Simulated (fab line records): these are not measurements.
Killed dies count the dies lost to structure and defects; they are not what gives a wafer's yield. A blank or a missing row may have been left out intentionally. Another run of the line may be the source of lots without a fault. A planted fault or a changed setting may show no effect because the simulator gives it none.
Shared-tool check / flow gf180mcu / Lots sampled 13, wafers sampled 39

REASON IT WAS OPENED
At GF_VT_IMPLANT_RS_MEAS_47 the reading NWELL_RS is flagged on 2 of 13 lots. No-fault wafers: 487.5 ohm/sq, standard deviation 1.1.
Rule: a lot is flagged when every wafer of it that has a number lies more than 4 standard deviations from that mean, or none has a number. The rest of the lots are taken to be sound.

lot=L315; measured=day 7 21:03; on=film_metro-01; NWELL_RS (ohm/sq), wafer by wafer=486.7 488.0 487.2; flag=
lot=L318; measured=day 8 08:55; on=film_metro-02; NWELL_RS (ohm/sq), wafer by wafer=486.7 486.1 487.5; flag=
lot=L319; measured=day 8 19:31; on=film_metro-02; NWELL_RS (ohm/sq), wafer by wafer=486.6 484.8 485.3; flag=
lot=L320; measured=day 8 23:53; on=film_metro-04; NWELL_RS (ohm/sq), wafer by wafer=485.9 487.9 486.9; flag=
lot=L321; measured=day 9 06:08; on=film_metro-01; NWELL_RS (ohm/sq), wafer by wafer=487.6 488.4 489.0; flag=
lot=L322; measured=day 9 10:22; on=film_metro-01; NWELL_RS (ohm/sq), wafer by wafer=487.5 488.9 488.4; flag=
lot=L323; measured=day 9 16:35; on=film_metro-02; NWELL_RS (ohm/sq), wafer by wafer=488.7 489.8 488.3; flag=
lot=L326; measured=day 10 15:29; on=film_metro-04; NWELL_RS (ohm/sq), wafer by wafer=487.2 486.8 486.3; flag=
lot=L327; measured=day 10 21:33; on=film_metro-02; NWELL_RS (ohm/sq), wafer by wafer=487.6 487.8 486.5; flag=
lot=L328; measured=day 11 07:30; on=film_metro-01; NWELL_RS (ohm/sq), wafer by wafer=485.6 486.2 485.2; flag=
lot=L329; measured=day 11 16:38; on=film_metro-02; NWELL_RS (ohm/sq), wafer by wafer=487.0 487.1 488.9; flag=
lot=L337; measured=day 13 23:53; on=film_metro-01; NWELL_RS (ohm/sq), wafer by wafer=496.2 497.2 496.2; flag=FLAGGED
lot=L338; measured=day 14 01:58; on=film_metro-01; NWELL_RS (ohm/sq), wafer by wafer=496.1 496.2 496.2; flag=FLAGGED
On average the flagged lots' numbers are 496.4 ohm/sq, which is +8.9 ohm/sq against the usual, or +8 standard deviations.

WHICH TOOL EACH LOT WENT THROUGH
The record keeps 1 process step preceding the reading, out of 602 steps on the route. Read each cell as the tool, then ch plus the chambers that the sampled wafers visited, then the start.
lot=L315; flag=; GF_NWELL_IMPLANT_09=implanter-04 ch 0, day 3 12:35
lot=L318; flag=; GF_NWELL_IMPLANT_09=implanter-04 ch 0, day 4 00:11
lot=L319; flag=; GF_NWELL_IMPLANT_09=implanter-03 ch 0, day 4 08:20
lot=L320; flag=; GF_NWELL_IMPLANT_09=implanter-04 ch 0, day 4 12:54
lot=L321; flag=; GF_NWELL_IMPLANT_09=implanter-03 ch 0, day 4 16:00
lot=L322; flag=; GF_NWELL_IMPLANT_09=implanter-03 ch 0, day 4 21:12
lot=L323; flag=; GF_NWELL_IMPLANT_09=implanter-03 ch 0, day 5 02:36
lot=L326; flag=; GF_NWELL_IMPLANT_09=implanter-04 ch 0, day 5 19:48
lot=L327; flag=; GF_NWELL_IMPLANT_09=implanter-04 ch 0, day 6 01:14
lot=L328; flag=; GF_NWELL_IMPLANT_09=implanter-04 ch 0, day 6 09:16
lot=L329; flag=; GF_NWELL_IMPLANT_09=implanter-03 ch 0, day 6 15:40
lot=L337; flag=FLAGGED; GF_NWELL_IMPLANT_09=implanter-04 ch 0, day 8 12:19
lot=L338; flag=FLAGGED; GF_NWELL_IMPLANT_09=implanter-04 ch 0, day 8 13:47
What these steps do:
- GF_NWELL_IMPLANT_09
- GF_VT_IMPLANT_RS_MEAS_47: measures by four-point-probe.

FLAGGED OVER TOTAL, TOOL BY TOOL (the gauges that took the reading come last)
step=GF_NWELL_IMPLANT_09; tool=implanter-03; lots run=5; flagged=0; share of the flagged lots=none; sound lots run after its first flagged lot=-
step=GF_NWELL_IMPLANT_09; tool=implanter-04; lots run=8; flagged=2; share of the flagged lots=all; sound lots run after its first flagged lot=0
step=GF_VT_IMPLANT_RS_MEAS_47; tool=film_metro-01; lots run=6; flagged=2; share of the flagged lots=all; sound lots run after its first flagged lot=0
step=GF_VT_IMPLANT_RS_MEAS_47; tool=film_metro-02; lots run=5; flagged=0; share of the flagged lots=none; sound lots run after its first flagged lot=-
step=GF_VT_IMPLANT_RS_MEAS_47; tool=film_metro-04; lots run=2; flagged=0; share of the flagged lots=none; sound lots run after its first flagged lot=-

WHAT IS ALLOWED BY THE TABLE
Every flagged lot went through 2 rows of the table: implanter-04 at GF_NWELL_IMPLANT_09 and film_metro-01 at GF_VT_IMPLANT_RS_MEAS_47.
- implanter-04 at GF_NWELL_IMPLANT_09: 2 of its 8 lots flagged. Last sound lot L328 at day 6 09:16, first flagged lot L337 at day 8 12:19; a fault beginning in between fits. Its own readings (dose_ions_cm2, faraday_current_uA) fall more than 4 standard deviations out on all wafers of the flagged lots.
- film_metro-01 at GF_VT_IMPLANT_RS_MEAS_47: 2 of its 6 lots flagged. Last sound lot L328 at day 11 07:30, first flagged lot L337 at day 13 23:53; a fault beginning in between fits.
Counting lots can't tell these 2 tools apart, because each fits a fault that began at some hour. More lots, or a look at what each step does to the wafer, might.

WHAT HAD BEEN PUT IN BY THE SIMULATOR
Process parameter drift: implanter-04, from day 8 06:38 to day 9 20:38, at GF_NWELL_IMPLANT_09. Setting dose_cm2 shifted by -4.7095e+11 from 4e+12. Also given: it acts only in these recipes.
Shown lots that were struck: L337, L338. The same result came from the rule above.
